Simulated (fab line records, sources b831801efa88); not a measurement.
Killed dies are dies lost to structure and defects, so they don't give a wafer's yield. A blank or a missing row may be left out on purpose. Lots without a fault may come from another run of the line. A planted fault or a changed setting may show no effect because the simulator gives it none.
Which tool did it? | flow gf180mcu | 13 lots, 37 wafers sampled, at 2 steps of a route of 602

WHAT THE GAUGES READ, wafer by wafer
GF_PSD_CD_MEAS_07: target cd 400 nm.
lot  | measured     | on        | cd_nm (nm)
L943 | day 14 11:14 | cd_sem-02 | 400.3 399.1 398.1
L944 | day 14 22:46 | cd_sem-01 | 405.0 404.6 404.5
L945 | day 15 02:26 | cd_sem-02 | 399.3 399.9 400.4
L947 | day 15 21:18 | cd_sem-02 | 399.9 398.0 397.4
L948 | day 16 04:02 | cd_sem-02 | 398.3 398.0 400.1
L949 | day 16 21:02 | cd_sem-01 | 404.2 402.1 400.0
L950 | day 17 02:59 | cd_sem-01 | 399.9 399.0
L953 | day 18 01:16 | cd_sem-01 | 401.9 403.0
L961 | day 20 21:26 | cd_sem-01 | 402.4 403.9 402.5
L962 | day 21 01:50 | cd_sem-01 | 401.1 400.7 399.4
L963 | day 21 13:31 | cd_sem-01 | 400.3 401.7 399.6
L964 | day 21 17:57 | cd_sem-01 | 398.0 398.1 397.9
L965 | day 22 09:49 | cd_sem-01 | 402.6 402.5 402.4

GF_SAB_OVL_MEAS_10.
lot  | measured     | on         | SAB_OVL (nm)
L943 | day 15 09:12 | overlay-02 | 0.0 0.5 -0.5
L944 | day 15 21:02 | overlay-01 | -0.6 -2.1 -0.9
L945 | day 16 00:57 | overlay-02 | -1.2 0.0 -2.0
L947 | day 16 20:27 | overlay-02 | -0.1 0.0 1.1
L948 | day 17 03:20 | overlay-02 | 0.1 -0.3 -0.8
L949 | day 17 20:38 | overlay-02 | -1.3 -0.5 -1.1
L950 | day 18 02:29 | overlay-01 | 1.0 2.2
L953 | day 19 01:53 | overlay-02 | -2.2 -0.1
L961 | day 21 21:53 | overlay-02 | -0.2 -0.2 -0.7
L962 | day 22 02:53 | overlay-02 | 1.3 0.2 1.6
L963 | day 22 13:02 | overlay-02 | -2.9 0.0 -1.1
L964 | day 22 18:30 | overlay-01 | 1.8 0.7 2.9
L965 | day 23 09:17 | overlay-02 | -0.5 1.0 -1.0

WHICH TOOL RAN EACH LOT (tool, then ch and the chambers of the sampled wafers, then the start)
The record holds no process step before these readings.

WHAT THE TOOLS THEMSELVES READ (means of the sampled wafers that have a number; where no wafer has one, the mark that the record gives instead)
The record holds no such reading with a usual standard deviation.

THE ANSWER, worked out from the rows above alone
Rule: what is usual is taken from the lots themselves. Put in order of their means at a reading, lots are off if they are a third of the lots or fewer, leave a main group of 4 or more, and stand apart from it by a gap of 3 or more times the standard deviation of the main group's means; of several such gaps the widest counts. A main group whose means are all the same, to the digits that the tables above print for the reading, isn't used. A lot without any number at a reading at which 4 lots or more have one is off too. The other lots that the step has rows for count as sound. The gauges are gone through in route order, then the tools' own readings, and for those a lot's mean is taken as printed above. The first step at which some lot is off is used, and at that step the reading that is off furthest; a lot without a number counts as furthest.
No lot is off at any reading shown: from this, nothing can be told.

WHAT THE SIMULATOR HAD PUT IN
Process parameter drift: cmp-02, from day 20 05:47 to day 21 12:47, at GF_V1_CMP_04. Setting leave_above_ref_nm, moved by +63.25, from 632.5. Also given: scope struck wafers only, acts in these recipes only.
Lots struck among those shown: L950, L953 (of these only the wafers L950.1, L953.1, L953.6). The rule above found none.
